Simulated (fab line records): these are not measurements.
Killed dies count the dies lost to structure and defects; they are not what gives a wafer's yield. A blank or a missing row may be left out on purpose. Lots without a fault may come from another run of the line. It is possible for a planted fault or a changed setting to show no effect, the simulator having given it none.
A struck lot beside a sound one || flow sky130 || 24 steps out of a route of 708
Sound: these wafers, L596.1, L596.4, L596.5. Wafers struck: L589.3, L589.4, L589.6. The cause is named last.
For every step that has rows: the tool of each side, followed by ch and its chambers, followed by its first start. Under that, the readings that differ: sound wafers || struck wafers || difference of the means || sigmas: that difference in standard deviations of wafers without a fault.
alike: readings whose means differ by less than 2 such deviations, and words and numbers that are the same on both sides. not compared: withheld readings, readings that some wafer has no value for, bounds like >300 that may hide the same value, and numbers for which the record gives no deviation and whose values overlap.
A row with sigmas, a row that says differs or no value, or rows on one side alone: a step with any of these is where the two part. When numbers do not overlap yet have no deviation, they are printed without sigmas and do not part them. A reading missing from all wafers of one side parts the sides only when that side holds two or more wafers.

first, 4 steps without rows for these wafers: SKY_VIA4_STRIP_14 (strips in post etch residue remover, time 1200 s); SKY_VIA4_CLEAN_15 (cleans in IPA, time 180 s); SKY_VIA4_CLEAN_16 (cleans in O3/DIW); SKY_VIA4_SPUTTER_17 (material TiN, target thk 20 nm, time 80 s).
SKY_VIA4_CVD_18: deposits W, target thk 505 nm, time 152.14 s.
  sound on cvd-w-01 ch 0,1, day 47 21:51; struck on cvd-w-01 ch 0,1, day 45 13:43
  alike: heater-power-w
SKY_VIA4_RS_MEAS_19: measurement is done with a four-point probe.
  struck on film-metro-04, day 45 13:51; sound on film-metro-04, day 47 22:00
  alike: VIA4_W_RS
SKY_VIA4_THK_MEAS_20: measures by xrf.
  struck on film-metro-04, day 45 13:57; sound on film-metro-04, day 47 22:07
  alike: VIA4_W_THK
SKY_VIA4_CMP_21: polishes, stops on SiO2, t overpolish 25 s, target thk 0 nm.
  sound on cmp-01 ch 0,3, day 47 22:14; struck on cmp-02 ch 0,1, day 45 13:59
  alike: motor-current-A, overpolish-run-s, slurry-flow-ml-min, time-to-endpoint-s
then, 1 step without rows for these wafers: SKY_METAL5_SPUTTER_00 (material Ti, target thk 15 nm, time 10 s).
SKY_METAL5_SPUTTER_01: material TiN, target thk 20 nm, time 16.7 s.
  struck on pvd-sputter-01, day 45 14:19; sound on pvd-sputter-01, day 47 22:30
  alike: cathode-dc-power-W, chamber-pressure-pa, throttle-valve-pct
SKY_METAL5_SPUTTER_02: material AlCu, target thk 1150 nm, time 61.2 s.
  struck on pvd-sputter-01, day 45 14:20; sound on pvd-sputter-01, day 47 22:32
  alike: cathode-dc-power-W, chamber-pressure-pa, throttle-valve-pct
then, 1 step without rows for these wafers: SKY_METAL5_SPUTTER_03 (material Ti, target thk 5 nm, time 3.3 s).
SKY_METAL5_SPUTTER_04: material TiN, target thk 70 nm, time 58.3 s.
  struck on pvd-sputter-01, day 45 14:25; sound on pvd-sputter-01, day 47 22:36
  no value came back on the struck wafers for cathode-dc-power-W (W), chamber-pressure-pa (Pa), throttle-valve-pct (%); on the sound wafers cathode-dc-power-W (W) reads 6499.2 6497.8 6499.2
SKY_METAL5_THK_MEAS_06: measures by xrf.
  struck on film-metro-01, day 45 14:36; sound on film-metro-02, day 47 22:46
{"reading": "METAL5_ALCU_THK (nm)", "sound": "1129 1114 1119", "struck": "1334 1334 1320", "difference": "+209", "sigmas": "+17"}
then, 7 steps without rows for these wafers: SKY_METAL5_DEHYDRATE_07 (time 60 s); SKY_METAL5_HMDS_08 (prime time 60 s); SKY_METAL5_COAT_09 (resist thk 1800 nm); SKY_METAL5_SOFTBAKE_10 (time 60 s); SKY_METAL5_EXPOSE_11 (exposes mask MM5, target cd 1600 nm); SKY_METAL5_PEB_12; SKY_METAL5_DEVELOP_13 (develop time 60 s).
SKY_METAL5_DESCUM_14: chemistry O2, time 11 s.
  sound on rie-metal-04 ch 0, day 48 17:24; struck on rie-metal-04 ch 0,1, day 46 10:53
  alike: drypump-motor-current-A, oes-product-au
  not compared: rf-hours-counter-h
SKY_METAL5_METAL_ETCH_15: etches the open film in Cl2/BCl3, stops on SiO2, target depth 1260 nm, time 252 s.
  sound on rie-metal-04 ch 0, day 48 17:26; struck on rie-metal-04 ch 0,1, day 46 10:59
{"reading": "oes-product-au (a.u.)", "sound": "0.893 0.893 0.885", "struck": "0.867 0.867 0.858", "difference": -0.026, "sigmas": -5}
  alike: bias-w, drypump-motor-current-A, throttle-valve-pct
  not compared: rf-hours-counter-h
then, 1 step without rows for these wafers: SKY_METAL5_STRIP_16 (strips in O2/N2).

== WHERE THEY PART ==
First at SKY_METAL5_SPUTTER_04; last, within this record, at SKY_METAL5_METAL_ETCH_15.

WHY: what had been put in by the simulator
At SKY_METAL5_SPUTTER_04, the step was skipped entirely on pvd-sputter-01 from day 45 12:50 on. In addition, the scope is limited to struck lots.
